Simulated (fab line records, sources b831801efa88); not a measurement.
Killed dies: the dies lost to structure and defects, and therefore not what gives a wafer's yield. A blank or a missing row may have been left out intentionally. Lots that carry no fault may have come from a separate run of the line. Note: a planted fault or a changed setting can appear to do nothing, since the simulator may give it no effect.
Comparing a struck lot with a sound one + flow sky130 + 16 steps out of a route of 708
Sound: wafers L712.1, L712.2, L712.3. Struck: wafers L726.1, L726.2. The cause is given at the end.
Each step with rows lists, per side, the tool, then ch with its chambers, then its first start. Under that, the readings that differ: sound wafers + struck wafers + difference of the means + sigmas: that difference in standard deviations of wafers without a fault.
alike: a reading whose means differ by less than 2 such deviations, as well as words and numbers matching on both sides. not compared: withheld readings; readings where some wafer has no value; bounds like >300 that might hide an equal value; numbers whose values overlap and for which the record gives no deviation.
A row with sigmas, a row that says differs or no value, or rows on one side alone: a step with any of these is where the two part. Numbers that have no deviation but don't overlap get no sigmas and don't part them. A reading missing from all wafers of one side parts the sides only when that side holds two or more wafers.

first, 1 step without rows for these wafers: SKY_POLY_CUT_DEVELOP_07 (develop time 60 s).
SKY_POLY_CUT_CD_MEAS_08: target cd 270 nm.
  sound on cd_sem-01 at day 25 03:16; struck on cd_sem-02 at day 30 11:48
| reading    | sound             | struck      | difference | sigmas |
|------------|-------------------|-------------|------------|--------|
| cd_nm (nm) | 273.0 273.3 273.0 | 268.8 269.6 | -3.9       | -2     |
SKY_POLY_CUT_OVL_MEAS_09:
  sound on overlay-01 at day 25 03:23; struck on overlay-02 at day 30 11:55
  alike: POLY_CUT_OVL
SKY_POLY_CUT_ETCH_10: etches BARC in N2/H2, stops on SiO2, time 45.9 s, target depth 60 nm.
  sound on rie_diel-04 ch 0,1,3, day 25 03:26; struck on rie_diel-02 ch 0,2, day 30 11:58
| reading                | sound   | struck | difference | sigmas |
|------------------------|---------|--------|------------|--------|
| rf_hours_counter_h (h) | 5 11 58 | 4 3    | -21        |        |
  alike: bias_w, drypump_motor_current_A, n2_flow_sccm, oes_product_au, throttle_valve_pct
SKY_POLY_CUT_ETCH_11: etches Si3N4 in CF4/CH2F2/Ar, stops on poly-Si, time 42.5 s, target depth 60 nm.
  sound on rie_diel-04 ch 0,1,3, day 25 03:28; struck on rie_diel-02 ch 0,2, day 30 12:00
| reading                | sound   | struck | difference | sigmas |
|------------------------|---------|--------|------------|--------|
| rf_hours_counter_h (h) | 5 11 58 | 4 3    | -21        |        |
  alike: bias_w, drypump_motor_current_A, oes_product_au, throttle_valve_pct
SKY_POLY_CUT_STRIP_12: strips in O2/N2.
  sound on plasma_asher-04 ch 0,1, day 25 03:31; struck on plasma_asher-02 ch 0,1, day 30 12:02
  alike: drypump_motor_current_A, n2_flow_sccm, oes_product_au, strip_time_to_endpoint_s
  not compared: rf_hours_counter_h
then, 6 steps without rows for these wafers: SKY_SD_P_DEHYDRATE_00 (time 60 s); SKY_SD_P_HMDS_01 (prime time 60 s); SKY_SD_P_COAT_02 (resist thk 1140 nm); SKY_SD_P_SOFTBAKE_03 (time 60 s); SKY_SD_P_EXPOSE_04 (exposes mask PSDM, target cd 380 nm); SKY_SD_P_PEB_05.
SKY_SD_P_DEVELOP_06: develop time 60 s.
  sound on litho_track-02 ch 0, day 26 08:33; struck on litho_track-03 ch 0, day 31 15:40
| reading                | sound             | struck      | difference | sigmas |
|------------------------|-------------------|-------------|------------|--------|
| resist_line_temp_C (C) | 23.24 23.09 23.13 | 22.90 22.87 | -0.27      | -3     |
SKY_SD_P_CD_MEAS_07: target cd 380 nm.
  sound on cd_sem-01 at day 26 08:42; struck on cd_sem-02 at day 31 15:49
| reading    | sound             | struck      | difference | sigmas |
|------------|-------------------|-------------|------------|--------|
| cd_nm (nm) | 379.5 378.7 380.9 | 273.8 273.9 | -105.8     | -36    |
SKY_SD_P_OVL_MEAS_08:
  sound on overlay-02 at day 26 08:49; struck on overlay-02 at day 31 15:56
  alike: SD_P_OVL
next, for these wafers, 1 step has no rows: SKY_PAD_OPEN_PROBE_99.

WHERE THEY PART
Last at SKY_SD_P_CD_MEAS_07 as far as this record goes, first at SKY_POLY_CUT_CD_MEAS_08. Later steps at which nothing parts them and some readings are alike: SKY_SD_P_OVL_MEAS_08.

WHY: the cause the simulator had injected
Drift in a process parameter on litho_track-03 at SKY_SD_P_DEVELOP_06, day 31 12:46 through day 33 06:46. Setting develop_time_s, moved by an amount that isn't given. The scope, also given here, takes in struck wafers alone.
